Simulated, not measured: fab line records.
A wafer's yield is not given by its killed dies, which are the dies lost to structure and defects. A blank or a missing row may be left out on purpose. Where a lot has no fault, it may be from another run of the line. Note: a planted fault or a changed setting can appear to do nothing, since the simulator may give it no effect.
Commonality check across tools | flow sky130 | Lots sampled 14, wafers sampled 42

== THE REASON FOR OPENING IT ==
At SKY_NWELL_TW_MEAS_26 the reading NWELL_2_TW is flagged on 2 of 14 lots. Fault-free wafers read 500, with a standard deviation of 5.5.
Rule: a lot is flagged in two cases, either no wafer of it has a number, or all its wafers with numbers fall more than 4 standard deviations from that mean. All remaining lots are regarded as sound.

lot  | measured     | on           | NWELL_2_TW, wafer by wafer | flag
L550 | day 5 15:45  | filmMetro-03 | 496 496 498                | 
L551 | day 5 17:01  | filmMetro-03 | 495 493 496                | 
L553 | day 6 01:51  | filmMetro-02 | 497 498 496                | 
L554 | day 6 07:31  | filmMetro-03 | 492 493 492                | 
L555 | day 6 17:22  | filmMetro-01 | 508 509 508                | 
L556 | day 7 03:31  | filmMetro-03 | 494 493 495                | 
L557 | day 7 03:52  | filmMetro-01 | 506 506 506                | 
L565 | day 9 05:16  | filmMetro-01 | 1870 1867 1858             | FLAGGED
L566 | day 9 10:40  | filmMetro-01 | 1867 1862 1873             | FLAGGED
L569 | day 10 03:03 | filmMetro-01 | 507 507 509                | 
L570 | day 10 09:46 | filmMetro-02 | 501 501 501                | 
L571 | day 10 13:34 | filmMetro-01 | 507 509 504                | 
L572 | day 10 22:36 | filmMetro-03 | 492 498 494                | 
L573 | day 11 06:13 | filmMetro-02 | 496 496 498                | 
The numbers of the flagged lots are 1866 on average: +1366 against the usual, or +99 or more standard deviations.

== WHICH TOOL RAN EACH LOT ==
The record holds 1 process step before the reading, out of a route of 708 steps. Cell contents, in order: the tool; ch with the chambers the sampled wafers went through; the start.
lot  | flag    | SKY_NWELL_COAT_05
L550 |         | lithoTrack-01 ch 0, day 4 12:23
L551 |         | lithoTrack-01 ch 0, day 4 13:04
L553 |         | lithoTrack-01 ch 0, day 4 22:44
L554 |         | lithoTrack-03 ch 0, day 5 03:44
L555 |         | lithoTrack-03 ch 0, day 5 14:08
L556 |         | lithoTrack-01 ch 0, day 5 21:56
L557 |         | lithoTrack-04 ch 0, day 5 22:02
L565 | FLAGGED | lithoTrack-01, day 7 21:02
L566 | FLAGGED | lithoTrack-04, day 8 00:52
L569 |         | lithoTrack-03 ch 0, day 8 17:40
L570 |         | lithoTrack-03 ch 0, day 8 23:43
L571 |         | lithoTrack-03 ch 0, day 9 03:34
L572 |         | lithoTrack-04 ch 0, day 9 11:01
L573 |         | lithoTrack-04 ch 0, day 9 19:25
What these steps do:
- SKY_NWELL_COAT_05: resist thk 3000 nm.
- SKY_NWELL_TW_MEAS_26

== FLAGGED OVER TOTAL, TOOL BY TOOL (the gauges that took the reading come last) ==
step                 | tool          | lots run | flagged | share of the flagged lots | sound lots run after its first flagged lot
SKY_NWELL_COAT_05    | lithoTrack-01 | 5        | 1       | some                      | 0
SKY_NWELL_COAT_05    | lithoTrack-03 | 5        | 0       | none                      | -
SKY_NWELL_COAT_05    | lithoTrack-04 | 4        | 1       | some                      | 2 (L572,L573)
SKY_NWELL_TW_MEAS_26 | filmMetro-01  | 6        | 2       | all                       | 2 (L569,L571)
SKY_NWELL_TW_MEAS_26 | filmMetro-02  | 3        | 0       | none                      | -
SKY_NWELL_TW_MEAS_26 | filmMetro-03  | 5        | 0       | none                      | -

== WHAT THE TABLE PERMITS ==
1 row of the table ran every flagged lot: filmMetro-01 at SKY_NWELL_TW_MEAS_26.
- filmMetro-01 at SKY_NWELL_TW_MEAS_26: 2 of its 6 lots flagged. Sound lots followed the first flagged one (L569, L571) on it, something a lasting fault affecting the whole tool could not allow.
None of the table's rows ran every flagged lot and, after the first, no sound lot.

== WHAT THE SIMULATOR PUT IN ==
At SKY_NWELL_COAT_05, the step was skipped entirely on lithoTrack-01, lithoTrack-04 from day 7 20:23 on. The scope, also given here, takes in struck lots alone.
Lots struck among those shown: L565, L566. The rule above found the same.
